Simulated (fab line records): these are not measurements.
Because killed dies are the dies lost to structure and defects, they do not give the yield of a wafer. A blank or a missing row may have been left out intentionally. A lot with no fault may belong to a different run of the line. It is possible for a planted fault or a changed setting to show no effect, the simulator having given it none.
fab line records	flow sky130
record lots=5	wafers=15	lastDay=49
route steps=708 shown VIA3@590 METAL4@598 CAP2M@603 PAD_OPEN@708
lots untouched by any fault: they come from a run of this same line in which no faults occurred
startH: the number of hours between the record's first day and the start of the first shown wafer of the lot	waitH: hours since the lot's step before	" the same as in the row above	L1.1+2: several wafers, shown together as one row	- value missing, or start not given	* or withheld: withheld	< > ~ a bound
route shown NAME@n: a module of which the file shows steps, and the number in the route of the first	usual: the fault-free wafers' mean and standard deviation	same: alike in all rows	chamber/n: place in a boat	sites: per-site readings	_std_site: the values' standard deviation	_edge_site: the outer-site mean with the inner-site mean subtracted	radiusMm: how far each site lies from the wafer's centre	mask NAME#n: copy n	behind: the tool/chamber that last shaped the wafer	hold: what put the lot on hold/how long, in hours/how the hold closed	device: the n, p or np transistor that did not switch	end of line: at the end of the route, the tests of the same wafers	a step with no rows: only its recipe	killed: dies lost to structure and defects at the first sort, not the wafer's yield	map: per-die view of a wafer (x killed, . not killed, _ where there is no die)
set.NAME: the run value of the setting; set.NAME@STEP: its run value at that earlier step	model.NAME: the simulator's own value behind a step, which no gauge read
a table for each step, a row for each wafer; lots at some steps of the route
services: a tool's chamber out of use, with start hour (startH, from the record's first day; less than 0 if before it), hours out, and reason
## steps
# step SKY_VIA3_STRIP_17
# recipe chemistry=postEtchResidueRemover	timeS=1200	tempC=72.5
# step SKY_VIA3_CLEAN_18
# recipe chemistry=IPA	timeS=180	tempC=25
# step SKY_VIA3_CLEAN_19
# recipe chemistry=O3/DIW	dry=n2Spin
# step SKY_VIA3_SPUTTER_20
# recipe material=TiN	targetThkNm=20	chamberPressurePa=5	powerW=4000	timeS=80
# step SKY_VIA3_CVD_21
# recipe material=W	targetThkNm=390	timeS=117.31	tempC=400	pressureTorr=40
# step SKY_VIA3_RS_MEAS_22
# recipe thkMeasGauge=four-point-probe	reads=W_of_VIA3_CVD_21+TiN_of_VIA3_SPUTTER_20
# usual VIA3_W_RS=0.292/0.0035
lot.wafer	tool	chamber	startH	waitH	VIA3_W_RS[ohm/sq]
L327.2	filmMetro-03	-	983.94	0.1	0.298
L327.4	"	-	"	"	0.295
L327.6	"	-	"	"	0.294
L333.3	filmMetro-01	-	1008.18	0.1	0.293
L333.4	"	-	"	"	0.294
L333.5	"	-	"	"	0.292
L334.1	filmMetro-03	-	1011.98	0.1	0.290
L334.4	"	-	"	"	0.288
L334.5	"	-	"	"	0.292
L337.2	filmMetro-01	-	1031.06	0.1	0.291
L337.4	"	-	"	"	0.288
L337.5	"	-	"	"	0.292
L340.1	filmMetro-01	-	1061.50	0.1	0.298
L340.2	"	-	"	"	0.299
L340.5	"	-	"	"	0.297
# step SKY_VIA3_THK_MEAS_23
# recipe thkMeasGauge=xrf	reads=W_of_VIA3_CVD_21
# usual VIA3_W_THK=387/5.8
lot.wafer	tool	chamber	startH	waitH	VIA3_W_THK[nm]
L327.2	filmMetro-03	-	984.05	0.1	376
L327.4	"	-	"	"	378
L327.6	"	-	"	"	378
L333.3	filmMetro-01	-	1008.28	0.1	387
L333.4	"	-	"	"	390
L333.5	"	-	"	"	387
L334.1	filmMetro-03	-	1012.10	0.1	382
L334.4	"	-	"	"	381
L334.5	"	-	"	"	379
L337.2	filmMetro-01	-	1031.17	0.1	391
L337.4	"	-	"	"	394
L337.5	"	-	"	"	389
L340.1	filmMetro-01	-	1061.62	0.1	381
L340.2	"	-	"	"	381
L340.5	"	-	"	"	386
# step SKY_VIA3_CMP_24
# recipe stopOn=SiO2	tOverpolishS=20	downForcePsi=3.5	platenRpm=60	targetThkNm=0	padVelocityMS=0.94248
# step SKY_METAL4_SPUTTER_00
# recipe material=Ti	targetThkNm=15	powerW=3000	timeS=10	chamberPressurePa=0.4
# step SKY_METAL4_SPUTTER_01
# recipe material=TiN	targetThkNm=20	powerW=6500	timeS=16.7	chamberPressurePa=0.4
# step SKY_METAL4_SPUTTER_02
# recipe material=AlCu	targetThkNm=735	powerW=10220	timeS=39.1	chamberPressurePa=0.4
# usual throttleValvePct=29.7/0.67
lot.wafer	tool	chamber	startH	waitH	throttleValvePct
L327.2	pvdSputter-04	-	984.45	0.0	30.2
L327.4	"	-	"	"	30.0
L327.6	"	-	"	"	30.3
L333.3	pvdSputter-04	-	1008.66	0.0	29.7
L333.4	"	-	"	"	30.0
L333.5	"	-	"	"	30.3
L334.1	pvdSputter-01	-	1012.51	0.0	28.6
L334.4	"	-	"	"	29.8
L334.5	"	-	"	"	30.0
L337.2	pvdSputter-01	-	1031.57	0.0	28.4
L337.4	"	-	"	"	30.0
L337.5	"	-	"	"	30.5
L340.1	pvdSputter-01	-	1062.03	0.0	28.3
L340.2	"	-	"	"	29.5
L340.5	"	-	"	"	28.3
# step SKY_METAL4_SPUTTER_03
# recipe material=Ti	targetThkNm=5	powerW=3000	timeS=3.3	chamberPressurePa=0.4
# usual throttleValvePct=29.7/0.68
lot.wafer	tool	chamber	startH	waitH	throttleValvePct
L327.2	pvdSputter-04	-	984.49	0.0	30.2
L327.4	"	-	"	"	30.0
L327.6	"	-	"	"	30.0
L333.3	pvdSputter-04	-	1008.70	0.0	29.8
L333.4	"	-	"	"	30.2
L333.5	"	-	"	"	30.1
L334.1	pvdSputter-01	-	1012.55	0.0	28.4
L334.4	"	-	"	"	29.5
L334.5	"	-	"	"	29.6
L337.2	pvdSputter-01	-	1031.61	0.0	28.3
L337.4	"	-	"	"	30.0
L337.5	"	-	"	"	30.7
L340.1	pvdSputter-01	-	1062.07	0.0	28.4
L340.2	"	-	"	"	29.4
L340.5	"	-	"	"	28.7
# step SKY_METAL4_SPUTTER_04
# recipe material=TiN	targetThkNm=70	powerW=6500	timeS=58.3	chamberPressurePa=0.4
# usual throttleValvePct=29.7/0.66
lot.wafer	tool	chamber	startH	waitH	throttleValvePct
L327.2	pvdSputter-04	-	984.51	0.0	30.0
L327.4	"	-	"	"	30.1
L327.6	"	-	"	"	29.9
L333.3	pvdSputter-04	-	1008.72	0.0	30.0
L333.4	"	-	"	"	29.9
L333.5	"	-	"	"	30.3
L334.1	pvdSputter-01	-	1012.57	0.0	28.4
L334.4	"	-	"	"	30.0
L334.5	"	-	"	"	29.6
L337.2	pvdSputter-01	-	1031.63	0.0	28.5
L337.4	"	-	"	"	30.0
L337.5	"	-	"	"	30.8
L340.1	pvdSputter-01	-	1062.09	0.0	28.6
L340.2	"	-	"	"	29.3
L340.5	"	-	"	"	28.7
# step SKY_CAP2M_CVD_00
# recipe material=SiO2	targetThkNm=15.5	tempC=400	timeS=withheld	rfW=450
# step SKY_CAP2M_THK_MEAS_01
# recipe reads=SiO2_of_CAP2M_CVD_00
# usual CAP2M_CVD_00_THK=15.51/0.21
lot.wafer	tool	chamber	startH	waitH	CAP2M_CVD_00_THK[nm]
L327.2	filmMetro-04	-	984.59	-	15.37
L327.4	"	-	"	"	15.87
L327.6	"	-	"	"	15.71
L333.3	filmMetro-04	-	1008.81	-	15.45
L333.4	"	-	"	"	15.66
L333.5	"	-	"	"	15.58
L334.1	filmMetro-01	-	1012.64	-	15.20
L334.4	"	-	"	"	15.59
L334.5	"	-	"	"	15.42
L337.2	filmMetro-01	-	1031.71	-	15.46
L337.4	"	-	"	"	15.71
L337.5	"	-	"	"	15.48
L340.1	filmMetro-04	-	1062.16	-	15.19
L340.2	"	-	"	"	15.53
L340.5	"	-	"	"	15.45
# step SKY_CAP2M_SPUTTER_02
# recipe material=TiN	targetThkNm=200	tempC=300	powerW=6500	timeS=166.7	chamberPressurePa=0.4
# usual throttleValvePct=30.0/0.9
lot.wafer	tool	chamber	startH	waitH	throttleValvePct
L327.2	pvdSputter-02	-	984.64	0.0	29.7
L327.4	"	-	"	"	30.4
L327.6	"	-	"	"	30.8
L333.3	pvdSputter-03	-	1008.85	0.0	30.2
L333.4	"	-	"	"	29.4
L333.5	"	-	"	"	28.3
L334.1	pvdSputter-02	-	1012.70	0.1	30.0
L334.4	"	-	"	"	30.5
L334.5	"	-	"	"	30.2
L337.2	pvdSputter-03	-	1031.76	0.0	28.3
L337.4	"	-	"	"	30.3
L337.5	"	-	"	"	29.3
L340.1	pvdSputter-04	-	1062.22	0.1	29.8
L340.2	"	-	"	"	30.6
L340.5	"	-	"	"	30.2
# step SKY_CAP2M_RS_MEAS_03
# recipe thkMeasGauge=four-point-probe	reads=TiN_of_CAP2M_SPUTTER_02
# usual CAP2M_TIN_RS=6.91/0.062
lot.wafer	tool	chamber	startH	waitH	CAP2M_TIN_RS[ohm/sq]
L327.2	filmMetro-02	-	984.77	0.1	6.90
L327.4	"	-	"	"	6.93
L327.6	"	-	"	"	6.89
L333.3	filmMetro-04	-	1009.00	0.1	6.85
L333.4	"	-	"	"	6.91
L333.5	"	-	"	"	6.94
L334.1	filmMetro-04	-	1012.81	0.1	6.76
L334.4	"	-	"	"	6.79
L334.5	"	-	"	"	6.84
L337.2	filmMetro-01	-	1031.89	0.1	6.88
L337.4	"	-	"	"	6.88
L337.5	"	-	"	"	6.91
L340.1	filmMetro-02	-	1062.33	0.1	6.99
L340.2	"	-	"	"	7.00
L340.5	"	-	"	"	6.99
# step SKY_CAP2M_THK_MEAS_04
# recipe thkMeasGauge=xrf	reads=TiN_of_CAP2M_SPUTTER_02
# usual CAP2M_TIN_THK=203.9/2.5
lot.wafer	tool	chamber	startH	waitH	CAP2M_TIN_THK[nm]
L327.2	filmMetro-02	-	984.88	0.1	202.8
L327.4	"	-	"	"	201.0
L327.6	"	-	"	"	202.7
L333.3	filmMetro-04	-	1009.10	0.1	206.7
L333.4	"	-	"	"	205.1
L333.5	"	-	"	"	205.4
L334.1	filmMetro-04	-	1012.93	0.1	210.2
L334.4	"	-	"	"	209.6
L334.5	"	-	"	"	207.3
L337.2	filmMetro-01	-	1032.00	0.1	204.9
L337.4	"	-	"	"	205.1
L337.5	"	-	"	"	203.8
L340.1	filmMetro-02	-	1062.45	0.1	200.5
L340.2	"	-	"	"	200.1
L340.5	"	-	"	"	201.1
# step SKY_CAP2M_DEHYDRATE_05
# recipe tempC=200	timeS=60
# step SKY_CAP2M_HMDS_06
# recipe primeTimeS=60	primeTempC=120
# step SKY_CAP2M_COAT_07
# recipe resist=NOVOLAK	spinRpm=3000	resistThkNm=1140
# step SKY_CAP2M_SOFTBAKE_08
# recipe tempC=90	timeS=60	resist=NOVOLAK
# step SKY_CAP2M_EXPOSE_09
# recipe maskId=CAP2M	na=0.6	sourceShape=conventional	sigmaOuter=0.6	polarization=unpolarized	targetCdNm=1000	doseMj=159
# step SKY_CAP2M_PEB_10
# recipe tempC=withheld	timeS=*	resist=NOVOLAK
# step SKY_CAP2M_DEVELOP_11
# recipe resist=NOVOLAK	developer=TMAH	developTimeS=60	devTempC=23
# step SKY_CAP2M_OVL_MEAS_12
# usual CAP2M_OVL=-0.5/1.2
lot.wafer	tool	chamber	startH	waitH	CAP2M_OVL[nm]
L327.2	overlay-02	-	1007.61	0.1	-0.9
L327.4	"	-	"	"	-2.6
L327.6	"	-	"	"	-1.7
L333.3	overlay-01	-	1031.40	0.1	0.7
L333.4	"	-	"	"	-0.4
L333.5	"	-	"	"	0.3
L334.1	overlay-01	-	1034.94	0.1	-0.5
L334.4	"	-	"	"	-1.8
L334.5	"	-	"	"	0.4
L337.2	overlay-01	-	1053.54	0.1	-1.4
L337.4	"	-	"	"	-0.7
L337.5	"	-	"	"	-1.5
L340.1	overlay-01	-	1082.84	0.1	-1.1
L340.2	"	-	"	"	0.2
L340.5	"	-	"	"	-1.7
# step SKY_CAP2M_METAL_ETCH_13
# recipe targetDepthNm=220	stopOn=SiO2	chemistry=Cl2/BCl3	target=TiN	pressureMtorr=10	icpW=900	biasW=48.5	Cl2_flow_sccm=60	bcl3FlowSccm=30	timeS=62.9
# usual drypumpMotorCurrentA=5.6/0.37	oesProductAu=0.942/0.0068	throttleValvePct=21.899/0.0093
lot.wafer	tool	chamber	startH	waitH	drypumpMotorCurrentA	oesProductAu	rfHoursCounterH	throttleValvePct
L327.2	rieMetal-04	1	1007.64	0.0	5.6	0.943	6	21.909
L327.4	"	0	"	"	5.6	0.939	-	21.902
L327.6	"	0	"	"	5.6	0.942	-	21.898
L333.3	rieMetal-04	1	1031.48	0.1	5.5	0.952	-	21.888
L333.4	"	1	"	"	5.5	0.947	-	21.900
L333.5	"	1	"	"	5.5	0.941	-	21.887
L334.1	rieMetal-03	1	1034.98	0.0	5.5	0.954	20	21.918
L334.4	"	1	"	"	5.5	0.959	-	21.881
L334.5	"	1	"	"	5.6	0.950	-	21.896
L337.2	rieMetal-01	1	1053.57	0.0	6.5	0.947	12	21.908
L337.4	"	0	"	"	6.3	0.941	-	21.882
L337.5	"	0	"	"	6.3	0.943	-	21.906
L340.1	rieMetal-04	0	1082.87	0.0	5.6	0.937	3	21.907
L340.2	"	1	"	"	5.5	0.930	12	21.894
L340.5	"	0	"	"	5.6	0.942	-	21.912
# step SKY_CAP2M_STRIP_14
# recipe chemistry=O2/N2	powerW=1400	pressureMtorr=1500	platenTempC=withheld	o2FlowSccm=3000	n2FlowSccm=300	overashFraction=0.5
# usual drypumpMotorCurrentA=5.8/0.44	oesProductAu=0.710/0.0048	stripTimeToEndpointS=12.63/0.046
lot.wafer	tool	chamber	startH	waitH	drypumpMotorCurrentA	oesProductAu	rfHoursCounterH	stripTimeToEndpointS
L327.2	plasmaAsher-03	0	1007.72	0.1	6.2	0.699	121	12.64
L327.4	"	0	"	"	6.2	0.711	-	12.62
L327.6	"	1	"	"	5.8	0.713	-	12.69
L333.3	plasmaAsher-03	0	1031.61	0.1	6.2	0.708	-	12.64
L333.4	"	1	"	"	5.8	0.715	-	12.64
L333.5	"	1	"	"	5.8	0.704	-	12.65
L334.1	plasmaAsher-01	1	1035.13	0.1	5.9	0.700	61	12.64
L334.4	"	0	"	"	5.6	0.710	-	12.65
L334.5	"	0	"	"	5.6	0.711	-	12.68
L337.2	plasmaAsher-03	1	1053.65	0.1	5.8	0.707	125	12.69
L337.4	"	0	"	"	6.2	0.707	-	12.71
L337.5	"	0	"	"	6.2	0.706	-	12.72
L340.1	plasmaAsher-04	1	1082.95	0.1	4.8	0.713	90	12.68
L340.2	"	0	"	"	6.3	0.707	90	12.68
L340.5	"	1	"	"	4.8	0.717	-	12.71
# step SKY_CAP2M_STRIP_15
# recipe chemistry=postEtchResidueRemover	timeS=1200	tempC=72.5
# step SKY_CAP2M_CLEAN_16
# recipe chemistry=IPA	timeS=180	tempC=25
# step SKY_CAP2M_CLEAN_17
# recipe chemistry=O3/DIW	dry=n2Spin
# step SKY_METAL4_DEHYDRATE_05
# recipe tempC=200	timeS=60
# step SKY_METAL4_HMDS_06
# recipe primeTimeS=60	primeTempC=120
# step SKY_METAL4_COAT_07
# recipe resist=BARC	tempC=withheld	timeS=withheld	spinRpm=3000	resistThkNm=60
# step SKY_METAL4_COAT_08
# recipe resist=KrF-thick	spinRpm=3000	resistThkNm=1140
# step SKY_METAL4_SOFTBAKE_09
# recipe tempC=100	timeS=90	resist=KrF-thick
# step SKY_METAL4_EXPOSE_10
# recipe maskId=MM4	na=0.68	sourceShape=annular	sigmaInner=0.4	sigmaOuter=0.8	targetCdNm=300	doseMj=28
# step SKY_METAL4_PEB_11
# recipe pebTempC=withheld	pebTimeS=withheld	resist=KrF-thick
# step SKY_METAL4_DEVELOP_12
# recipe developTimeS=60	resist=KrF-thick	devTempC=21
# step SKY_METAL4_CD_MEAS_13
# recipe targetCdNm=300
# usual cdNm=300.3/1.1
lot.wafer	tool	chamber	startH	waitH	cdNm
L327.2	cdSem-01	-	1030.96	-	302.4
L327.4	"	-	"	"	300.3
L327.6	"	-	"	"	301.3
L333.3	cdSem-02	-	1053.49	-	299.1
L333.4	"	-	"	"	298.7
L333.5	"	-	"	"	299.2
L334.1	cdSem-01	-	1057.50	-	300.8
L334.4	"	-	"	"	301.2
L334.5	"	-	"	"	300.3
L337.2	cdSem-01	-	1075.82	-	299.4
L337.4	"	-	"	"	298.9
L337.5	"	-	"	"	298.5
L340.1	cdSem-02	-	1104.15	-	300.9
L340.2	"	-	"	"	299.8
L340.5	"	-	"	"	301.0
# step SKY_METAL4_OVL_MEAS_14
# usual METAL4_OVL=0/5.1
lot.wafer	tool	chamber	startH	waitH	METAL4_OVL[nm]
L327.2	overlay-02	-	1031.07	0.1	-1
L327.4	"	-	"	"	-3
L327.6	"	-	"	"	2
L333.3	overlay-01	-	1053.59	0.1	2
L333.4	"	-	"	"	0
L333.5	"	-	"	"	-5
L334.1	overlay-02	-	1057.62	0.1	0
L334.4	"	-	"	"	2
L334.5	"	-	"	"	7
L337.2	overlay-02	-	1075.92	0.1	-4
L337.4	"	-	"	"	-1
L337.5	"	-	"	"	-3
L340.1	overlay-02	-	1104.27	0.1	9
L340.2	"	-	"	"	2
L340.5	"	-	"	"	1
# step SKY_METAL4_DESCUM_15
# recipe chemistry=O2	sourcePowerW=150	biasPowerW=0	pressureMtorr=10	tempC=40	timeS=8
# step SKY_PAD_OPEN_PROBE_99
# usual defectLimitedYield=82.3/2.1	killed_at_M0_to_M3=43/7.4	killed_at_M4_up=3.1/1.8	killedAtContacts=26/5.6	killedAtFrontEnd=15/4.9	killedAtOther=0.2/0.44	killedDies=87/10	killedOpen=48/7.6	killedShort=39/6.2	sort_bin_3_pad_short=0.9/0.43	sort_bin_5_function=10.5/1.5	sort_bin_6_memory=6.3/1.2	sortNPass=405/10	sortYieldPct=82.3/2.1
# same grossDies=492	killedAtBackSide=0	sort_bin_4_leakage[%]=0	sort_bin_8_speed[%]=0
lot.wafer	tool	chamber	startH	waitH	defectLimitedYield[%]	killed_at_M0_to_M3	killed_at_M4_up	killedAtContacts	killedAtFrontEnd	killedAtOther	killedDies	killedOpen	killedShort	sort_bin_3_pad_short[%]	sort_bin_5_function[%]	sort_bin_6_memory[%]	sortNPass	sortYieldPct[%]	model.etest.tester.sortNPass	model.etest.tester.sortYieldPct	model.etest.tester.sort_bin_5_pct	model.etest.tester.sort_bin_3_pct
L327.2	prober-01	-	1121.90	0.1	82.5	40	5	19	22	0	86	36	50	0.6	11.0	5.9	406	82.5	406	82.52	10.98	0.6098
L327.4	prober-01	-	1122.00	0.2	82.9	41	2	21	19	1	84	46	36	1.0	11.2	4.9	408	82.9	408	82.93	11.18	1.016
L327.6	prober-01	-	1122.10	0.2	80.3	46	2	29	19	1	97	54	43	1.2	10.0	8.5	395	80.3	395	80.28	9.959	1.22
L333.3	prober-02	-	1141.57	0.2	78.0	58	3	32	14	1	108	57	49	1.4	13.8	6.7	384	78.0	384	78.05	13.82	1.423
L333.4	prober-02	-	1141.62	0.2	79.3	46	5	33	18	0	102	49	53	1.6	11.8	7.3	390	79.3	390	79.27	11.79	1.626
L333.5	prober-02	-	1141.67	0.2	80.1	48	5	32	13	0	98	44	53	1.0	11.8	7.1	394	80.1	394	80.08	11.79	1.016
L334.1	prober-01	-	1144.95	0.1	83.5	52	5	14	10	0	81	49	28	1.0	10.0	5.5	411	83.5	411	83.54	9.959	1.016
L334.4	prober-01	-	1145.10	0.2	84.1	47	3	18	10	0	78	36	42	0.6	8.3	6.9	414	84.1	414	84.15	8.333	0.6098
L334.5	prober-01	-	1145.15	0.2	84.6	41	3	24	7	1	76	47	29	0.6	9.6	5.3	416	84.6	416	84.55	9.553	0.6098
L337.2	prober-02	-	1161.02	0.1	83.5	33	2	34	12	0	81	44	37	1.4	8.9	6.1	411	83.5	411	83.54	8.943	1.423
L337.4	prober-02	-	1161.12	0.2	82.7	45	3	23	14	0	85	50	35	1.6	9.3	6.3	407	82.7	407	82.72	9.35	1.626
L337.5	prober-02	-	1161.17	0.2	80.1	45	1	26	25	1	98	55	41	1.8	11.0	7.1	394	80.1	394	80.08	10.98	1.829
L340.1	prober-01	-	1184.10	0.1	72.0	44	55	28	11	0	138	40	43	3.0	17.5	7.5	354	72.0	354	71.95	17.48	3.049
L340.2	prober-01	-	1184.15	0.1	79.7	56	2	28	13	1	100	54	46	0.6	12.2	7.5	392	79.7	392	79.67	12.2	0.6098
L340.5	prober-01	-	1184.30	0.2	72.8	49	51	21	13	0	134	41	41	1.8	17.9	7.5	358	72.8	358	72.76	17.89	1.829
# killed by level:class
L327.2 VIA2:geometricParticle:open=10 LI_CONTACT:geometricParticle:open=8 POLY_GATE:geometricParticle:short=7 VIA2:geometricParticle:short=7 VIA1:geometricParticle:open=6 FIELD_ISO:geometricParticle:short=5 POLY_GATE:geometricParticle:open=5 CONTACT:geometricParticle:short=5
L327.4 CONTACT:geometricParticle:open=15 VIA3:geometricParticle:open=8 METAL2:geometricParticle:short=8 VIA2:geometricParticle:open=6 FIELD_ISO:geometricParticle:short=5 POLY_GATE:geometricParticle:short=5 VIA1:geometricParticle:open=5 FIELD_ISO:geometricParticle:open=4
L327.6 CONTACT:geometricParticle:open=13 VIA1:geometricParticle:open=11 VIA2:geometricParticle:open=8 CONTACT:geometricParticle:short=7 FIELD_ISO:geometricParticle:open=7 METAL2:geometricParticle:short=7 FIELD_ISO:geometricParticle:short=5 LI_CONTACT:geometricParticle:open=4
L333.3 VIA1:geometricParticle:open=12 LI_CONTACT:geometricParticle:open=10 VIA3:geometricParticle:open=9 VIA1:geometricParticle:short=8 VIA2:geometricParticle:open=8 METAL1:geometricParticle:short=7 CONTACT:geometricParticle:open=6 CONTACT:geometricParticle:short=6
L333.4 CONTACT:geometricParticle:open=11 VIA1:geometricParticle:open=11 LOCAL_INTERCONNECT:geometricParticle:short=7 VIA2:geometricParticle:open=7 POLY_GATE:geometricParticle:short=6 METAL2:geometricParticle:short=6 METAL1:geometricParticle:short=5 CONTACT:geometricParticle:short=5
L333.5 LOCAL_INTERCONNECT:geometricParticle:short=11 VIA1:geometricParticle:open=10 VIA3:geometricParticle:short=7 VIA3:geometricParticle:open=6 LI_CONTACT:geometricParticle:open=6 METAL1:geometricParticle:short=5 CONTACT:geometricParticle:short=5 CONTACT:geometricParticle:open=5
L334.1 VIA2:geometricParticle:open=11 VIA1:geometricParticle:open=10 CONTACT:geometricParticle:open=7 METAL1:geometricParticle:short=5 METAL2:geometricParticle:short=5 VIA3:geometricParticle:open=5 METAL4:geometricParticle:short=4 VIA1:areaEtch=4
L334.4 VIA2:geometricParticle:open=9 VIA1:geometricParticle:open=8 LI_CONTACT:geometricParticle:open=5 LOCAL_INTERCONNECT:geometricParticle:short=5 METAL1:geometricParticle:short=5 VIA1:geometricParticle:short=5 METAL2:geometricParticle:short=5 FIELD_ISO:geometricParticle:short=4
L334.5 VIA1:geometricParticle:open=13 CONTACT:geometricParticle:open=9 LI_CONTACT:geometricParticle:open=6 VIA1:geometricParticle:short=6 VIA2:geometricParticle:open=6 VIA3:geometricParticle:open=6 FIELD_ISO:geometricParticle:open=3 LI_CONTACT:geometricParticle:short=3
L337.2 VIA1:geometricParticle:open=9 LOCAL_INTERCONNECT:geometricParticle:short=8 LI_CONTACT:geometricParticle:open=7 VIA3:geometricParticle:open=7 CONTACT:geometricParticle:open=7 POLY_GATE:geometricParticle:short=5 LI_CONTACT:geometricParticle:short=5 VIA1:geometricParticle:short=5
L337.4 VIA1:geometricParticle:open=14 CONTACT:geometricParticle:open=11 VIA2:geometricParticle:open=9 FIELD_ISO:geometricParticle:short=5 LI_CONTACT:geometricParticle:open=4 VIA1:geometricParticle:short=4 CONTACT:geometricParticle:short=4 METAL3:geometricParticle:short=4
L337.5 VIA1:geometricParticle:open=17 POLY_GATE:geometricParticle:short=8 CONTACT:geometricParticle:short=8 VIA3:geometricParticle:open=8 CONTACT:geometricParticle:open=6 POLY_GATE:geometricParticle:open=6 LI_CONTACT:geometricParticle:open=6 FIELD_ISO:geometricParticle:open=4
L340.1 METAL4:unspecified=54 VIA1:geometricParticle:open=10 LOCAL_INTERCONNECT:geometricParticle:short=7 CONTACT:geometricParticle:open=7 VIA1:geometricParticle:short=7 VIA2:geometricParticle:open=7 CONTACT:geometricParticle:short=5 METAL2:geometricParticle:short=5
L340.2 VIA1:geometricParticle:open=13 CONTACT:geometricParticle:short=12 VIA2:geometricParticle:open=12 CONTACT:geometricParticle:open=8 VIA3:geometricParticle:open=7 METAL2:geometricParticle:short=6 METAL1:geometricParticle:short=6 FIELD_ISO:geometricParticle:open=5
L340.5 METAL4:unspecified=51 VIA1:geometricParticle:open=11 VIA3:geometricParticle:open=7 VIA1:geometricParticle:short=6 METAL3:geometricParticle:short=5 CONTACT:geometricParticle:open=5 METAL2:geometricParticle:short=5 FIELD_ISO:geometricParticle:short=4
# map L340.1 (x killed, . not)
__________.xx....x.._________
________.........x...x_______
______.................._____
_____xx......x.....x.....____
____x.x.........xx...x..x.___
___xx.............x........__
__...x..x.............x....._
_..x..x.......x..x.......x...
_.........x..xx.........x....
_..x..x.x.x..................
_..x.xxxx.x.x.x..x...x.....x.
_..xxxxxxxxx.x.x....x.....x..
_xxxxxxxxxx..xx........x.x..x
_x.xxxxxxxx.x............x..x
_x.xxxxxxxx......x.....x.....
__.xxxxxxxxx..x.x..xxxxx.x.._
___x.xxxxx.......x.........__
____...xxx..xx........x...___
_____......x...........xx____
______.xx............x.._____
________x.x........x.._______
__________...x....xx_________
# map L334.1 (x killed, . not)
__________.....x...._________
________.x.x.........._______
______....x.x...x......._____
_____x....xxx.x......x...____
____x..x..x.x.........x...___
___x.....x..........x.....x__
__..xx......x.x......x......_
_.........x....x..x...x...x.x
_............x...x...........
_..............x............x
_.x........x.......x.......xx
_x....x.x........x..x..x.....
_x....xx..x..................
_..x........x.xx....x........
_......x.............x......x
__.........................._
___........x........x......__
____..x.....x.......xx...x___
_____..x.....xx..x...x.x.____
______x.....x.......xx.x_____
________..........x..._______
__________x..x....x._________
## services
tool	chamber	startH	hours	kind
rieMetal-01	-	966.51	2.8	pm
pvdSputter-03	-	966.55	3.4	repair
rieMetal-01	-	975.36	3.6	repair
rieMetal-01	-	982.06	14.6	pm
plasmaAsher-04	-	994.84	1.9	repair
rieMetal-03	-	1001.81	2.8	pm
pvdSputter-02	-	1005.81	5.8	repair
rieMetal-04	-	1009.38	4.3	pm
rieMetal-04	0	1014.21	-	clean
rieMetal-04	0	1014.21	24.8	scheduledDown
rieMetal-04	0	1014.21	24.8	ventCycle
plasmaAsher-04	-	1019.45	0.5	repair
pvdSputter-04	-	1020.83	1.3	repair
pvdSputter-04	1	1023.38	-	consumableReplace:kit
pvdSputter-04	1	1023.38	18.0	scheduledDown
pvdSputter-04	1	1023.38	18.0	ventCycle
rieMetal-04	1	1033.61	4.0	repair
plasmaAsher-04	-	1041.24	7.8	repair
plasmaAsher-03	-	1055.25	9.0	pm
rieMetal-03	0	1055.96	21.5	repair
rieMetal-03	-	1057.80	0.3	repair
pvdSputter-01	2	1077.96	-	consumableReplace:kit
pvdSputter-01	2	1077.96	18.0	scheduledDown
pvdSputter-01	2	1077.96	18.0	ventCycle
## key
firstSign step=SKY_PAD_OPEN_PROBE_99	reading=killed_at_M4_up	direction=up	sigmas=28	usual=3.1	struck=53
effect step=SKY_PAD_OPEN_PROBE_99	reading=defectLimitedYield	direction=down	sigmas=4.7	usual=82.3	struck=72.4
modelEffect step=SKY_PAD_OPEN_PROBE_99	value=etest.tester.sortNPass	without=400	struck=356
metAt SKY_METAL4_SPUTTER_04
struckWafers L340.1,L340.5
onsetBetween 1031.63 1062.09
fault kind=chamberParticleSource	tool=pvdSputter-01	chamber=-	onsetH=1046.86	steps=SKY_METAL4_SPUTTER_04	ratePerVisitCm2=0.70467	endH=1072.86	scope=struckWafersOnly
